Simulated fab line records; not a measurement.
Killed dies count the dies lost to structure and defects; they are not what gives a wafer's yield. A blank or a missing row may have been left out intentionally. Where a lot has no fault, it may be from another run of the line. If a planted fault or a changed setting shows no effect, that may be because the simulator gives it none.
fab line records + flow sky130
record
- lots=13
- wafers=39
- last_day=50
route steps=708 shown VT_ADJUST_PCH@150 SONOS_TUNNEL@161 SONOS_ONO@168
lots that met no fault: from a run of the same line without faults
start_h: start of the lot's first displayed wafer, in hours after the record's first day + wait_h: hours elapsed since this lot's preceding step + " same as the row above + L1.1+2: one row covering several wafers at once + - either no value or no given start + * or withheld: withheld + < > ~ a bound
route shown NAME@n: a module of which the file shows steps, and the number in the route of the first + usual: mean and standard deviation over wafers with no fault + same: alike in all rows + chamber/n: place in a boat + sites: readings site by site + _std_site: standard deviation of those values + _edge_site: mean of outer sites minus mean of inner sites + radius_mm: for every site, how far away it sits from the centre of the wafer + mask NAME#n: copy n + behind: the most recent tool/chamber to have shaped the wafer + hold: why the lot went on hold/how many hours it stayed there/how the hold came to an end + device: the n, p or np transistor that did not switch + end of line: the tests these same wafers got at the end of their route + for a step that has no rows: nothing shown but its recipe + killed: at the first sort, the dies lost to defects and structure; wafer yield is something else + map: dies across one wafer; x = killed, . = not, _ = none there
set.NAME: setting as actually run; set.NAME@STEP: the setting as run at that earlier step + model.NAME: the simulator's own value behind a step, which no gauge read
one table for each step of the route and one row for each wafer, over a sample of lots
services: from which hour (start_h, from the record's first day; less than 0 if before it) a tool's chamber was out of use, for how many hours, and why
## steps
# step SKY_VT_ADJUST_PCH_OVL_MEAS_07
# usual
- VT_ADJUST_PCH_OVL=1.3/1.6
| lot.wafer | tool       | chamber | start_h | wait_h | VT_ADJUST_PCH_OVL[nm] |
|-----------|------------|---------|---------|--------|-----------------------|
| L627.1    | overlay-01 | -       | 234.32  | -      | 3.9                   |
| L627.5    | "          | -       | "       | "      | 2.9                   |
| L627.6    | "          | -       | "       | "      | 2.7                   |
| L628.3    | overlay-02 | -       | 242.99  | -      | -0.6                  |
| L628.4    | "          | -       | "       | "      | 1.1                   |
| L628.5    | "          | -       | "       | "      | 0.2                   |
| L629.3    | overlay-01 | -       | 244.38  | -      | 4.7                   |
| L629.4    | "          | -       | "       | "      | 4.3                   |
| L629.6    | "          | -       | "       | "      | 6.0                   |
| L630.1    | overlay-01 | -       | 252.92  | -      | 1.6                   |
| L630.2    | "          | -       | "       | "      | 1.5                   |
| L630.3    | "          | -       | "       | "      | 0.4                   |
| L631.1    | overlay-01 | -       | 257.87  | -      | 0.2                   |
| L631.2    | "          | -       | "       | "      | -1.2                  |
| L631.5    | "          | -       | "       | "      | -1.2                  |
| L638.1    | overlay-01 | -       | 330.52  | -      | 2.9                   |
| L638.3    | "          | -       | "       | "      | 1.0                   |
| L638.5    | "          | -       | "       | "      | 1.1                   |
| L642.2    | overlay-02 | -       | 342.62  | -      | 1.5                   |
| L642.3    | "          | -       | "       | "      | 1.3                   |
| L642.5    | "          | -       | "       | "      | 2.9                   |
| L643.2    | overlay-01 | -       | 344.58  | -      | 2.5                   |
| L643.4    | "          | -       | "       | "      | 3.6                   |
| L643.5    | "          | -       | "       | "      | 2.1                   |
| L644.2    | overlay-01 | -       | 346.08  | -      | 0.5                   |
| L644.4    | "          | -       | "       | "      | 2.9                   |
| L644.5    | "          | -       | "       | "      | 2.1                   |
| L645.1    | overlay-01 | -       | 354.83  | -      | -1.1                  |
| L645.2    | "          | -       | "       | "      | -0.9                  |
| L645.4    | "          | -       | "       | "      | -1.4                  |
| L646.1    | overlay-01 | -       | 360.87  | -      | 2.4                   |
| L646.2    | "          | -       | "       | "      | 0.7                   |
| L646.6    | "          | -       | "       | "      | 2.0                   |
| L648.1    | overlay-02 | -       | 377.68  | -      | -0.5                  |
| L648.2    | "          | -       | "       | "      | 0.2                   |
| L648.5    | "          | -       | "       | "      | -0.9                  |
| L649.1    | overlay-01 | -       | 388.17  | -      | 2.8                   |
| L649.5    | "          | -       | "       | "      | 1.2                   |
| L649.6    | "          | -       | "       | "      | -0.6                  |
# step SKY_SONOS_TUNNEL_CD_MEAS_07
# recipe
- target_cd_nm=410
# usual
- cd_nm=409.3/2.1
| lot.wafer | tool      | chamber | start_h | wait_h | cd_nm |
|-----------|-----------|---------|---------|--------|-------|
| L627.1    | cd_sem-01 | -       | 257.91  | 0.1    | 408.3 |
| L627.5    | "         | -       | "       | "      | 410.6 |
| L627.6    | "         | -       | "       | "      | 408.3 |
| L628.3    | cd_sem-02 | -       | 267.12  | 0.1    | 409.3 |
| L628.4    | "         | -       | "       | "      | 407.8 |
| L628.5    | "         | -       | "       | "      | 409.7 |
| L629.3    | cd_sem-02 | -       | 268.32  | 0.1    | 411.3 |
| L629.4    | "         | -       | "       | "      | 410.0 |
| L629.6    | "         | -       | "       | "      | 409.9 |
| L630.1    | cd_sem-02 | -       | 276.53  | 0.1    | 407.4 |
| L630.2    | "         | -       | "       | "      | 406.7 |
| L630.3    | "         | -       | "       | "      | 405.1 |
| L631.1    | cd_sem-01 | -       | 281.23  | 0.1    | 408.5 |
| L631.2    | "         | -       | "       | "      | 408.3 |
| L631.5    | "         | -       | "       | "      | 407.4 |
| L638.1    | cd_sem-02 | -       | 357.42  | 0.1    | 411.8 |
| L638.3    | "         | -       | "       | "      | 412.5 |
| L638.5    | "         | -       | "       | "      | 413.6 |
| L642.2    | cd_sem-01 | -       | 370.38  | 0.1    | 408.2 |
| L642.3    | "         | -       | "       | "      | 406.9 |
| L642.5    | "         | -       | "       | "      | 408.5 |
| L643.2    | cd_sem-01 | -       | 372.19  | 0.1    | 408.3 |
| L643.4    | "         | -       | "       | "      | 409.1 |
| L643.5    | "         | -       | "       | "      | 411.8 |
| L644.2    | cd_sem-01 | -       | 373.95  | 0.1    | 405.2 |
| L644.4    | "         | -       | "       | "      | 405.2 |
| L644.5    | "         | -       | "       | "      | 405.6 |
| L645.1    | cd_sem-01 | -       | 382.63  | 0.1    | 410.6 |
| L645.2    | "         | -       | "       | "      | 411.1 |
| L645.4    | "         | -       | "       | "      | 411.0 |
| L646.1    | cd_sem-01 | -       | 388.82  | 0.1    | 409.4 |
| L646.2    | "         | -       | "       | "      | 408.5 |
| L646.6    | "         | -       | "       | "      | 408.2 |
| L648.1    | cd_sem-01 | -       | 406.53  | 0.1    | 407.2 |
| L648.2    | "         | -       | "       | "      | 410.0 |
| L648.5    | "         | -       | "       | "      | 405.7 |
| L649.1    | cd_sem-02 | -       | 418.06  | 0.1    | 412.3 |
| L649.5    | "         | -       | "       | "      | 410.0 |
| L649.6    | "         | -       | "       | "      | 409.0 |
# step SKY_SONOS_TUNNEL_OVL_MEAS_08
# usual
- SONOS_TUNNEL_OVL=0.4/1.2
| lot.wafer | tool       | chamber | start_h | wait_h | SONOS_TUNNEL_OVL[nm] |
|-----------|------------|---------|---------|--------|----------------------|
| L627.1    | overlay-02 | -       | 258.03  | 0.1    | 0.5                  |
| L627.5    | "          | -       | "       | "      | 0.5                  |
| L627.6    | "          | -       | "       | "      | -0.8                 |
| L628.3    | overlay-01 | -       | 267.21  | 0.1    | 1.8                  |
| L628.4    | "          | -       | "       | "      | 0.2                  |
| L628.5    | "          | -       | "       | "      | 0.5                  |
| L629.3    | overlay-01 | -       | 268.41  | 0.1    | -1.7                 |
| L629.4    | "          | -       | "       | "      | 0.1                  |
| L629.6    | "          | -       | "       | "      | 1.7                  |
| L630.1    | overlay-01 | -       | 276.65  | 0.1    | 1.4                  |
| L630.2    | "          | -       | "       | "      | -0.3                 |
| L630.3    | "          | -       | "       | "      | -0.4                 |
| L631.1    | overlay-02 | -       | 281.35  | 0.1    | 0.5                  |
| L631.2    | "          | -       | "       | "      | 0.5                  |
| L631.5    | "          | -       | "       | "      | -0.3                 |
| L638.1    | overlay-01 | -       | 357.54  | 0.1    | -1.4                 |
| L638.3    | "          | -       | "       | "      | -1.3                 |
| L638.5    | "          | -       | "       | "      | -0.2                 |
| L642.2    | overlay-02 | -       | 370.49  | 0.1    | -1.3                 |
| L642.3    | "          | -       | "       | "      | -0.7                 |
| L642.5    | "          | -       | "       | "      | -2.4                 |
| L643.2    | overlay-02 | -       | 372.29  | 0.1    | -0.1                 |
| L643.4    | "          | -       | "       | "      | 2.4                  |
| L643.5    | "          | -       | "       | "      | 2.0                  |
| L644.2    | overlay-01 | -       | 374.05  | 0.1    | 2.9                  |
| L644.4    | "          | -       | "       | "      | 1.7                  |
| L644.5    | "          | -       | "       | "      | 1.2                  |
| L645.1    | overlay-02 | -       | 382.75  | 0.1    | -1.5                 |
| L645.2    | "          | -       | "       | "      | 0.4                  |
| L645.4    | "          | -       | "       | "      | -0.6                 |
| L646.1    | overlay-01 | -       | 388.94  | 0.1    | -0.5                 |
| L646.2    | "          | -       | "       | "      | 0.9                  |
| L646.6    | "          | -       | "       | "      | 1.7                  |
| L648.1    | overlay-01 | -       | 406.65  | 0.1    | 1.8                  |
| L648.2    | "          | -       | "       | "      | 1.7                  |
| L648.5    | "          | -       | "       | "      | 1.4                  |
| L649.1    | overlay-01 | -       | 418.18  | 0.1    | 2.4                  |
| L649.5    | "          | -       | "       | "      | 1.0                  |
| L649.6    | "          | -       | "       | "      | 1.0                  |
# step SKY_SONOS_ONO_OXIDATION_00
# recipe
- temp_c=800
- ambient=O2
- idle_temp_c=700
- ramp_up_c_per_min=10
- ramp_down_c_per_min=3
- stabilise_s=600
- purge_s=300
- target_thk_a=26
- ox_time_s=1249
# usual
- spike_tc_bottom_C=818.9/2.1
- spike_tc_centre_C=800.7/1.1
- spike_tc_lower_C=801.0/1.1
- spike_tc_top_C=810.6/1.1
- spike_tc_upper_C=800.4/1.2
- zone_power_lower_pct=13.7/1.6
| lot.wafer | tool       | chamber | start_h | wait_h | spike_tc_bottom_C | spike_tc_centre_C | spike_tc_lower_C | spike_tc_top_C | spike_tc_upper_C | zone_power_lower_pct |
|-----------|------------|---------|---------|--------|-------------------|-------------------|------------------|----------------|------------------|----------------------|
| L627.1    | furnace-02 | 0       | 259.18  | 0.6    | 820.3             | 800.2             | 800.2            | 809.5          | 798.9            | 14.5                 |
| L627.5    | "          | 0       | "       | "      | 822.7             | 800.1             | 800.1            | 811.0          | 801.6            | 15.0                 |
| L627.6    | "          | 0       | "       | "      | 819.6             | 801.0             | 801.8            | 811.9          | 799.2            | 14.5                 |
| L628.3    | furnace-02 | 0       | 267.74  | 0.0    | 821.4             | 800.3             | 801.7            | 811.0          | 799.9            | 14.8                 |
| L628.4    | "          | 0       | "       | "      | 822.2             | 802.3             | 803.4            | 808.7          | 799.0            | 14.7                 |
| L628.5    | "          | 0       | "       | "      | 820.0             | 802.3             | 802.8            | 810.0          | 800.0            | 14.9                 |
| L629.3    | furnace-02 | 0       | 270.26  | 1.3    | 819.8             | 801.3             | 800.2            | 808.8          | 799.9            | 14.9                 |
| L629.4    | "          | 0       | "       | "      | 818.6             | 801.5             | 801.0            | 809.5          | 801.1            | 14.7                 |
| L629.6    | "          | 0       | "       | "      | 821.4             | 801.7             | 800.9            | 810.5          | 799.6            | 15.0                 |
| L630.1    | furnace-02 | 0       | 277.17  | 0.0    | 829.7             | 807.9             | 809.5            | 817.5          | 805.8            | 15.1                 |
| L630.2    | "          | 0       | "       | "      | 828.2             | 806.5             | 808.2            | 817.9          | 807.9            | 15.2                 |
| L630.3    | "          | 0       | "       | "      | 828.0             | 807.4             | 809.4            | 817.9          | 808.1            | 15.0                 |
| L631.1    | furnace-02 | 0       | 281.87  | 0.0    | 827.6             | 810.0             | 808.9            | 818.5          | 805.9            | 15.0                 |
| L631.2    | "          | 0       | "       | "      | 827.3             | 808.5             | 809.1            | 817.8          | 808.6            | 15.1                 |
| L631.5    | "          | 0       | "       | "      | 828.3             | 808.2             | 808.1            | 819.0          | 806.9            | 15.3                 |
| L638.1    | furnace-01 | 0       | 358.21  | 0.2    | 817.7             | 800.7             | 797.7            | 809.5          | 800.6            | 11.6                 |
| L638.3    | "          | 0       | "       | "      | 815.6             | 799.6             | 800.9            | 810.9          | 798.8            | 11.2                 |
| L638.5    | "          | 0       | "       | "      | 816.9             | 800.9             | 799.0            | 812.4          | 800.8            | 11.7                 |
| L642.2    | furnace-01 | 0       | 371.63  | 0.6    | 817.4             | 799.3             | 801.3            | 809.8          | 798.2            | 11.2                 |
| L642.3    | "          | 0       | "       | "      | 817.8             | 799.6             | 800.6            | 809.7          | 800.7            | 11.3                 |
| L642.5    | "          | 0       | "       | "      | 814.6             | 800.8             | 798.3            | 810.6          | 798.8            | 11.4                 |
| L643.2    | furnace-02 | 0       | 374.61  | 1.8    | 821.9             | 801.5             | 800.7            | 809.3          | 800.9            | 14.7                 |
| L643.4    | "          | 0       | "       | "      | 818.9             | 801.0             | 800.3            | 811.7          | 799.4            | 14.8                 |
| L643.5    | "          | 0       | "       | "      | 820.6             | 799.7             | 800.7            | 811.4          | 802.4            | 14.5                 |
| L644.2    | furnace-02 | 0       | 374.61  | 0.0    | 821.2             | 801.6             | 802.4            | 809.5          | 800.8            | 14.8                 |
| L644.4    | "          | 0       | "       | "      | 820.4             | 799.7             | 802.3            | 809.7          | 798.7            | 15.0                 |
| L644.5    | "          | 0       | "       | "      | 821.2             | 799.5             | 800.3            | 811.2          | 801.4            | 15.0                 |
| L645.1    | furnace-02 | 0       | 383.36  | 0.1    | 821.4             | 801.7             | 802.2            | 810.4          | 800.1            | 14.8                 |
| L645.2    | "          | 0       | "       | "      | 820.0             | 802.9             | 802.0            | 811.2          | 800.4            | 14.9                 |
| L645.4    | "          | 0       | "       | "      | 821.0             | 800.9             | 800.6            | 811.0          | 800.0            | 14.9                 |
| L646.1    | furnace-02 | 0       | 389.46  | 0.0    | 820.8             | 802.0             | 802.3            | 809.3          | 802.5            | 14.8                 |
| L646.2    | "          | 0       | "       | "      | 819.6             | 801.8             | 800.9            | 810.4          | 800.7            | 14.7                 |
| L646.6    | "          | 0       | "       | "      | 818.8             | 800.0             | 801.3            | 808.6          | 800.6            | 14.7                 |
| L648.1    | furnace-02 | 0       | 407.19  | 0.0    | 821.2             | 800.0             | 801.9            | 811.2          | 799.5            | 15.1                 |
| L648.2    | "          | 0       | "       | "      | 818.7             | 799.7             | 802.1            | 811.1          | 800.7            | 14.7                 |
| L648.5    | "          | 0       | "       | "      | 821.4             | 800.9             | 802.5            | 811.4          | 801.4            | 14.7                 |
| L649.1    | furnace-02 | 0       | 418.72  | 0.0    | 820.7             | 801.2             | 800.3            | 810.4          | 799.8            | 15.1                 |
| L649.5    | "          | 0       | "       | "      | 819.8             | 800.5             | 801.9            | 810.1          | 797.9            | 14.6                 |
| L649.6    | "          | 0       | "       | "      | 818.9             | 800.6             | 802.6            | 811.8          | 800.9            | 15.1                 |
# step SKY_SONOS_ONO_THK_MEAS_01
# recipe
- reads=SiO2_of_SONOS_ONO_OXIDATION_00
# usual
- SONOS_ONO_OXIDATION_THK=2.61/0.052
| lot.wafer | tool          | chamber | start_h | wait_h | SONOS_ONO_OXIDATION_THK[nm] |
|-----------|---------------|---------|---------|--------|-----------------------------|
| L627.1    | film_metro-04 | -       | 260.53  | 0.0    | 2.64                        |
| L627.5    | "             | -       | "       | "      | 2.60                        |
| L627.6    | "             | -       | "       | "      | 2.58                        |
| L628.3    | film_metro-01 | -       | 269.11  | 0.0    | 2.54                        |
| L628.4    | "             | -       | "       | "      | 2.55                        |
| L628.5    | "             | -       | "       | "      | 2.57                        |
| L629.3    | film_metro-03 | -       | 271.63  | 0.0    | 2.55                        |
| L629.4    | "             | -       | "       | "      | 2.50                        |
| L629.6    | "             | -       | "       | "      | 2.55                        |
| L630.1    | film_metro-03 | -       | 278.52  | 0.0    | 2.89                        |
| L630.2    | "             | -       | "       | "      | 2.90                        |
| L630.3    | "             | -       | "       | "      | 2.87                        |
| L631.1    | film_metro-04 | -       | 283.22  | 0.0    | 2.91                        |
| L631.2    | "             | -       | "       | "      | 2.81                        |
| L631.5    | "             | -       | "       | "      | 2.84                        |
| L638.1    | film_metro-04 | -       | 359.56  | 0.0    | 2.61                        |
| L638.3    | "             | -       | "       | "      | 2.60                        |
| L638.5    | "             | -       | "       | "      | 2.60                        |
| L642.2    | film_metro-03 | -       | 372.99  | 0.0    | 2.61                        |
| L642.3    | "             | -       | "       | "      | 2.56                        |
| L642.5    | "             | -       | "       | "      | 2.59                        |
| L643.2    | film_metro-03 | -       | 375.97  | 0.0    | 2.64                        |
| L643.4    | "             | -       | "       | "      | 2.60                        |
| L643.5    | "             | -       | "       | "      | 2.56                        |
| L644.2    | film_metro-01 | -       | 375.97  | 0.0    | 2.58                        |
| L644.4    | "             | -       | "       | "      | 2.67                        |
| L644.5    | "             | -       | "       | "      | 2.63                        |
| L645.1    | film_metro-03 | -       | 384.71  | 0.0    | 2.69                        |
| L645.2    | "             | -       | "       | "      | 2.64                        |
| L645.4    | "             | -       | "       | "      | 2.71                        |
| L646.1    | film_metro-01 | -       | 390.80  | 0.0    | 2.62                        |
| L646.2    | "             | -       | "       | "      | 2.62                        |
| L646.6    | "             | -       | "       | "      | 2.68                        |
| L648.1    | film_metro-01 | -       | 408.53  | 0.0    | 2.68                        |
| L648.2    | "             | -       | "       | "      | 2.70                        |
| L648.5    | "             | -       | "       | "      | 2.66                        |
| L649.1    | film_metro-01 | -       | 420.06  | 0.0    | 2.68                        |
| L649.5    | "             | -       | "       | "      | 2.64                        |
| L649.6    | "             | -       | "       | "      | 2.73                        |
## services
| tool       | chamber | start_h | hours | kind |
|------------|---------|---------|-------|------|
| furnace-01 | -       | 269.35  | 3.2   | pm   |
| furnace-02 | -       | 308.29  | 4.1   | pm   |
| furnace-01 | -       | 372.98  | 2.7   | pm   |
## key
first_sign
- step=SKY_SONOS_ONO_OXIDATION_00
- reading=spike_tc_lower_C
- direction=up
- sigmas=7.3
- usual=801.0
- struck=808.9
effect
- step=SKY_SONOS_ONO_OXIDATION_00
- reading=spike_tc_top_C
- direction=up
- sigmas=7
- usual=810.6
- struck=818.1
effect
- step=SKY_SONOS_ONO_THK_MEAS_01
- reading=SONOS_ONO_OXIDATION_THK
- direction=up
- sigmas=4.9
- usual=2.61
- struck=2.87
met_at SKY_SONOS_ONO_OXIDATION_00
struck_lots L630,L631
tester_left_out L630,L631
not_acting_at SKY_VT_ADJUST_PCH_OVL_MEAS_07,SKY_SONOS_TUNNEL_CD_MEAS_07,SKY_SONOS_TUNNEL_OVL_MEAS_08
onset_between 270.26 277.17
fault
- kind=process_parameter_drift
- tool=furnace-02
- chamber=-
- onset_h=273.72
- steps=SKY_SONOS_ONO_OXIDATION_00
- channel=temp_c
- offset=*
- shape=step
- end_h=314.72
- acts_in=*
- stated=*
# tester_left_out: of these lots the tester's yield and bins aren't shown, on N5 and GAA mostly nor the transistor test; their killed dies are dies lost to structure and defects alone, not to doping, threshold or leakage, so they don't give the yield
